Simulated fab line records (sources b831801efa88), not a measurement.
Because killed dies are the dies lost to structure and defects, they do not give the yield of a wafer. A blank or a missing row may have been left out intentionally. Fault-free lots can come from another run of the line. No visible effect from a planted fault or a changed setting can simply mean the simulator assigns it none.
fab line records ; flow gf180mcu
record: lots: 14; wafers: 42; last-day: 34
route steps=602 shown HV_LDD@224 M3@424 M4@456 V4@480
lots that met no fault: from a run of the same line without faults
start-h: hours from the record's first day to the start of the lot's first wafer shown ; wait-h: time in hours since the lot's previous step ; " the same as in the row above ; L1.1+2: a single row standing in for several wafers ; - value missing, or start not given ; * or withheld: withheld ; < > ~ a bound
route shown NAME@n: a module of which the file shows steps, and the number in the route of the first ; usual: average and standard deviation across the fault-free wafers ; same: alike in all rows ; chamber/n: place in a boat ; sites: each site's reading ; _std_site: how widely they spread, as a standard deviation ; _edge_site: the outer-site mean with the inner-site mean subtracted ; radius-mm: for every site, how far away it sits from the centre of the wafer ; mask NAME#n: copy n ; behind: the most recent tool/chamber to have shaped the wafer ; hold: why the lot went on hold/how many hours it stayed there/how the hold came to an end ; device: names the non-switching transistor (n, p or np) ; end of line: at the end of the route, the tests of the same wafers ; for a step that has no rows: nothing shown but its recipe ; killed: dies that structure and defects cost at the first sort, which is not the same as the wafer's yield ; map: dies across one wafer; x = killed, . = not, _ = none there
set.NAME: the run value of the setting; set.NAME@STEP: its run value at that earlier step ; model.NAME: the simulator's own value behind a step, which no gauge read
the route's steps for a sample of lots (tables are steps, rows are wafers)
services: when a tool's chamber went out of use (start-h, in hours from the record's first day, below 0 if earlier), for how many hours, and the reason
== steps ==
step: GF_HV_LDD_IMPLANT_48
recipe: species: B; energy-kev: 25; dose-cm2: 3e+13; tilt-deg: 7
usual: beam-energy-keV: 25.000/0.0082; dose-ions-cm2: 3e+13/3.3e+10
lot.wafer;tool;chamber;start-h;wait-h;beam-energy-keV;dose-ions-cm2
L694.2;implanter-04;0;275.37;0.0;25.012;2.999e+13
L694.5;implanter-04;0;275.37;0.0;25.002;3e+13
L694.6;implanter-04;0;275.37;0.0;25.003;3.001e+13
L695.1;implanter-04;0;285.10;0.0;25.003;3e+13
L695.2;implanter-04;0;285.10;0.0;24.995;2.999e+13
L695.4;implanter-04;0;285.10;0.0;25.002;2.996e+13
L697.2;implanter-04;0;299.76;0.0;25.002;2.998e+13
L697.3;implanter-04;0;299.76;0.0;24.994;3.001e+13
L697.5;implanter-04;0;299.76;0.0;24.994;2.998e+13
L698.1;implanter-02;0;307.89;0.0;24.996;3.002e+13
L698.3;implanter-02;0;307.89;0.0;24.987;2.998e+13
L698.4;implanter-02;0;307.89;0.0;24.993;3.001e+13
L699.2;implanter-02;0;323.32;0.0;25.005;3.001e+13
L699.4;implanter-02;0;323.32;0.0;25.022;2.999e+13
L699.6;implanter-02;0;323.32;0.0;25.004;2.996e+13
L701.1;implanter-02;0;339.94;0.0;25.001;2.898e+13
L701.2;implanter-02;0;339.94;0.0;24.999;2.899e+13
L701.6;implanter-02;0;339.94;0.0;24.994;2.897e+13
L703.1;implanter-02;0;355.14;0.0;24.997;2.892e+13
L703.4;implanter-02;0;355.14;0.0;24.984;2.894e+13
L703.6;implanter-02;0;355.14;0.0;24.985;2.898e+13
L704.2;implanter-02;0;365.41;0.0;25.002;2.896e+13
L704.3;implanter-02;0;365.41;0.0;25.000;2.894e+13
L704.4;implanter-02;0;365.41;0.0;25.011;2.903e+13
L709.1;implanter-04;0;414.44;0.0;24.992;3e+13
L709.2;implanter-04;0;414.44;0.0;24.993;3.002e+13
L709.4;implanter-04;0;414.44;0.0;24.988;2.998e+13
L712.3;implanter-04;0;433.60;0.1;25.013;3.004e+13
L712.5;implanter-04;0;433.60;0.1;24.997;3.005e+13
L712.6;implanter-04;0;433.60;0.1;25.003;3.004e+13
L713.1;implanter-03;0;434.60;0.0;24.995;3.007e+13
L713.5;implanter-03;0;434.60;0.0;25.010;3.002e+13
L713.6;implanter-03;0;434.60;0.0;25.000;3.003e+13
L714.2;implanter-03;0;445.27;0.0;25.019;2.998e+13
L714.5;implanter-03;0;445.27;0.0;25.016;2.999e+13
L714.6;implanter-03;0;445.27;0.0;24.998;3.004e+13
L716.2;implanter-03;0;455.61;0.0;25.010;3.005e+13
L716.3;implanter-03;0;455.61;0.0;25.004;3.001e+13
L716.6;implanter-03;0;455.61;0.0;25.002;2.999e+13
L715.3;implanter-02;0;458.84;0.1;24.999;2.994e+13
L715.4;implanter-02;0;458.84;0.1;24.996;2.996e+13
L715.5;implanter-02;0;458.84;0.1;25.007;2.999e+13
step: GF_M3_OVL_MEAS_15
usual: M3_OVL: -1/6.6
lot.wafer;tool;chamber;start-h;wait-h;M3_OVL[nm]
L694.2;overlay-01;-;489.02;0.1;10
L694.5;overlay-01;-;489.02;0.1;-4
L694.6;overlay-01;-;489.02;0.1;7
L695.1;overlay-02;-;500.98;0.1;-7
L695.2;overlay-02;-;500.98;0.1;-4
L695.4;overlay-02;-;500.98;0.1;-7
L697.2;overlay-01;-;515.93;0.1;9
L697.3;overlay-01;-;515.93;0.1;9
L697.5;overlay-01;-;515.93;0.1;14
L698.1;overlay-01;-;526.56;0.1;-9
L698.3;overlay-01;-;526.56;0.1;-12
L698.4;overlay-01;-;526.56;0.1;-10
L699.2;overlay-02;-;541.78;0.1;-2
L699.4;overlay-02;-;541.78;0.1;-1
L699.6;overlay-02;-;541.78;0.1;-6
L701.1;overlay-02;-;561.05;0.1;5
L701.2;overlay-02;-;561.05;0.1;3
L701.6;overlay-02;-;561.05;0.1;5
L703.1;overlay-01;-;576.73;0.1;0
L703.4;overlay-01;-;576.73;0.1;9
L703.6;overlay-01;-;576.73;0.1;8
L704.2;overlay-01;-;585.40;0.1;-12
L704.3;overlay-01;-;585.40;0.1;-14
L704.4;overlay-01;-;585.40;0.1;-7
L709.1;overlay-02;-;630.55;0.1;3
L709.2;overlay-02;-;630.55;0.1;2
L709.4;overlay-02;-;630.55;0.1;-3
L712.3;overlay-01;-;647.94;0.1;-3
L712.5;overlay-01;-;647.94;0.1;-2
L712.6;overlay-01;-;647.94;0.1;-6
L713.1;overlay-01;-;648.27;0.1;4
L713.5;overlay-01;-;648.27;0.1;1
L713.6;overlay-01;-;648.27;0.1;1
L714.2;overlay-02;-;657.68;0.1;-2
L714.5;overlay-02;-;657.68;0.1;-10
L714.6;overlay-02;-;657.68;0.1;-5
L716.2;overlay-01;-;664.87;0.1;-4
L716.3;overlay-01;-;664.87;0.1;-6
L716.6;overlay-01;-;664.87;0.1;-7
L715.3;overlay-01;-;670.02;0.1;-8
L715.4;overlay-01;-;670.02;0.1;-8
L715.5;overlay-01;-;670.02;0.1;-6
step: GF_M4_SPUTTER_00
recipe: material: Ti; target-thk-nm: 37.5; arriving-ion-energy-ev: 80; substrate-temp-c: 200; chamber-pressure-pa: 2; power-w: 4000; time-s: 150
usual: cathode-dc-power-W: 4000.0/0.72; throttle-valve-pct: 29.9/1.2
lot.wafer;tool;chamber;start-h;wait-h;cathode-dc-power-W;throttle-valve-pct
L694.2;pvd-sputter-03;-;515.33;0.2;4000.4;28.4
L694.5;pvd-sputter-03;-;515.33;0.2;3999.3;27.8
L694.6;pvd-sputter-03;-;515.33;0.2;4000.0;30.3
L695.1;pvd-sputter-04;-;527.01;0.2;4001.0;29.5
L695.2;pvd-sputter-04;-;527.01;0.2;3999.0;31.5
L695.4;pvd-sputter-04;-;527.01;0.2;3998.5;29.8
L697.2;pvd-sputter-04;-;544.92;0.1;3999.8;30.5
L697.3;pvd-sputter-04;-;544.92;0.1;3999.2;29.6
L697.5;pvd-sputter-04;-;544.92;0.1;4000.3;31.5
L698.1;pvd-sputter-03;-;551.75;0.2;3999.8;30.5
L698.3;pvd-sputter-03;-;551.75;0.2;4000.1;31.0
L698.4;pvd-sputter-03;-;551.75;0.2;4000.0;28.0
L699.2;pvd-sputter-04;-;566.81;0.1;4000.6;31.8
L699.4;pvd-sputter-04;-;566.81;0.1;4001.9;30.0
L699.6;pvd-sputter-04;-;566.81;0.1;3999.1;31.5
L701.1;pvd-sputter-03;-;585.32;0.2;3999.5;28.1
L701.2;pvd-sputter-03;-;585.32;0.2;3999.0;29.0
L701.6;pvd-sputter-03;-;585.32;0.2;4000.1;30.7
L703.1;pvd-sputter-02;-;601.22;0.2;4000.7;28.0
L703.4;pvd-sputter-02;-;601.22;0.2;4000.1;30.3
L703.6;pvd-sputter-02;-;601.22;0.2;4000.4;28.1
L704.2;pvd-sputter-03;-;609.55;0.2;3999.7;30.5
L704.3;pvd-sputter-03;-;609.55;0.2;3999.3;28.0
L704.4;pvd-sputter-03;-;609.55;0.2;4000.2;30.8
L709.1;pvd-sputter-02;-;653.40;0.2;4000.9;28.3
L709.2;pvd-sputter-02;-;653.40;0.2;3999.6;30.4
L709.4;pvd-sputter-02;-;653.40;0.2;4000.6;31.3
L712.3;pvd-sputter-04;-;669.54;0.2;4000.4;31.6
L712.5;pvd-sputter-04;-;669.54;0.2;3999.9;29.4
L712.6;pvd-sputter-04;-;669.54;0.2;4000.5;31.7
L713.1;pvd-sputter-03;-;669.96;0.1;3998.7;28.4
L713.5;pvd-sputter-03;-;669.96;0.1;3999.9;28.0
L713.6;pvd-sputter-03;-;669.96;0.1;4000.2;29.2
L714.2;pvd-sputter-04;-;679.28;0.2;3999.5;29.6
L714.5;pvd-sputter-04;-;679.28;0.2;4000.2;30.7
L714.6;pvd-sputter-04;-;679.28;0.2;4000.8;29.8
L716.2;pvd-sputter-03;-;685.52;0.2;3998.5;29.0
L716.3;pvd-sputter-03;-;685.52;0.2;4000.3;30.6
L716.6;pvd-sputter-03;-;685.52;0.2;4000.5;29.1
L715.3;pvd-sputter-03;-;691.86;0.2;4001.2;28.1
L715.4;pvd-sputter-03;-;691.86;0.2;4001.4;29.1
L715.5;pvd-sputter-03;-;691.86;0.2;4000.2;31.0
step: GF_V4_CMP_04
recipe: material: SiO2; down-force-psi: 4; platen-rpm: 60; pad-velocity-m-s: 0.94248
usual: motor-current-A: 12.7/1.6; time-to-endpoint-s: 81/5
lot.wafer;tool;chamber;start-h;wait-h;motor-current-A;time-to-endpoint-s
L694.2;cmp-02;0;538.97;0.2;12.1;72
L694.6;cmp-02;1;538.97;0.2;13.9;85
L694.5;cmp-02;2;538.97;0.2;13.8;75
L695.2;cmp-01;1;550.87;0.0;12.4;76
L695.1;cmp-01;2;550.87;0.0;14.8;77
L695.4;cmp-01;0;550.87;0.0;13.5;83
L697.3;cmp-01;3;568.10;0.1;11.9;81
L697.2;cmp-01;1;568.10;0.1;12.7;79
L697.5;cmp-01;3;568.10;0.1;12.1;86
L698.1;cmp-02;3;575.27;0.2;9.5;77
L698.3;cmp-02;0;575.27;0.2;11.8;81
L698.4;cmp-02;1;575.27;0.2;13.9;83
L699.2;cmp-01;2;589.26;0.0;14.3;74
L699.4;cmp-01;1;589.26;0.0;13.5;86
L699.6;cmp-01;2;589.26;0.0;14.4;82
L701.2;cmp-02;2;607.93;0.0;13.6;78
L701.1;cmp-02;0;607.93;0.0;11.7;78
L701.6;cmp-02;3;607.93;0.0;9.3;81
L703.1;cmp-01;1;622.99;0.1;12.7;91
L703.4;cmp-01;2;622.99;0.1;14.4;93
L703.6;cmp-01;0;622.99;0.1;13.8;87
L704.4;cmp-02;3;631.84;0.0;9.2;79
L704.3;cmp-02;0;631.84;0.0;11.8;76
L704.2;cmp-02;1;631.84;0.0;14.3;81
L709.4;cmp-02;2;673.61;0.0;13.6;88
L709.1;cmp-02;3;673.61;0.0;9.2;81
L709.2;cmp-02;0;673.61;0.0;12.5;80
L712.3;cmp-02;3;690.27;0.5;9.6;77
L712.5;cmp-02;1;690.27;0.5;14.4;87
L712.6;cmp-02;2;690.27;0.5;13.7;86
L713.1;cmp-02;2;690.62;0.7;15.1;74
L713.6;cmp-02;3;690.62;0.7;9.9;83
L713.5;cmp-02;0;690.62;0.7;11.6;86
L714.2;cmp-01;1;699.65;0.1;12.4;77
L714.6;cmp-01;0;699.65;0.1;14.1;79
L714.5;cmp-01;1;699.65;0.1;12.2;78
L716.2;cmp-01;2;705.54;0.1;14.1;67
L716.3;cmp-01;0;705.54;0.1;14.5;71
L716.6;cmp-01;2;705.54;0.1;13.9;79
L715.4;cmp-02;0;710.69;0.1;11.7;80
L715.3;cmp-02;1;710.69;0.1;13.2;78
L715.5;cmp-02;0;710.69;0.1;12.7;82
== services ==
tool;chamber;start-h;hours;kind
cmp-02;-;260.89;2.9;repair
cmp-01;-;287.72;7.4;pm
cmp-01;-;295.38;15.8;pm
cmp-02;-;300.69;0.7;repair
cmp-01;-;312.89;1.7;repair
implanter-02;-;331.15;1.1;repair
cmp-01;-;371.95;2.0;repair
cmp-01;-;372.22;2.1;repair
pvd-sputter-03;-;394.63;1.7;repair
cmp-02;-;404.00;4.0;pm
implanter-02;-;424.91;2.7;repair
cmp-01;-;437.38;7.1;pm
cmp-01;-;463.06;2.7;repair
cmp-02;-;480.80;0.4;repair
cmp-01;-;518.35;0.8;repair
cmp-01;-;519.84;1.5;repair
cmp-02;-;544.92;6.2;pm
implanter-02;-;547.62;4.2;pm
implanter-02;-;556.35;3.9;repair
cmp-02;-;566.19;4.7;pm
cmp-01;-;572.00;4.0;pm
implanter-02;-;581.31;6.9;repair
pvd-sputter-03;-;591.17;5.0;repair
cmp-01;-;599.86;2.2;repair
== key ==
first-sign: step: GF_HV_LDD_IMPLANT_48; reading: dose-ions-cm2; direction: down; sigmas: 31; usual: 3e+13; struck: 2.897e+13
effect none on later readings
met-at GF_HV_LDD_IMPLANT_48
struck-lots L701,L703,L704
tester-left-out L701,L703,L704
not-acting-at GF_M3_OVL_MEAS_15,GF_M4_SPUTTER_00,GF_V4_CMP_04
onset-between 323.32 339.94
fault: kind: process-parameter-drift; tool: implanter-02; chamber: -; onset-h: 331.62; steps: GF_HV_LDD_IMPLANT_48; channel: dose-cm2; offset: -1.0437e+12; shape: step; end-h: 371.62; acts-in: these-recipes-only; stated: 3e+13
tester-left-out: of these lots the tester's yield and bins aren't shown, on N5 and GAA mostly nor the transistor test; their killed dies are dies lost to structure and defects alone, not to doping, threshold or leakage, so they don't give the yield
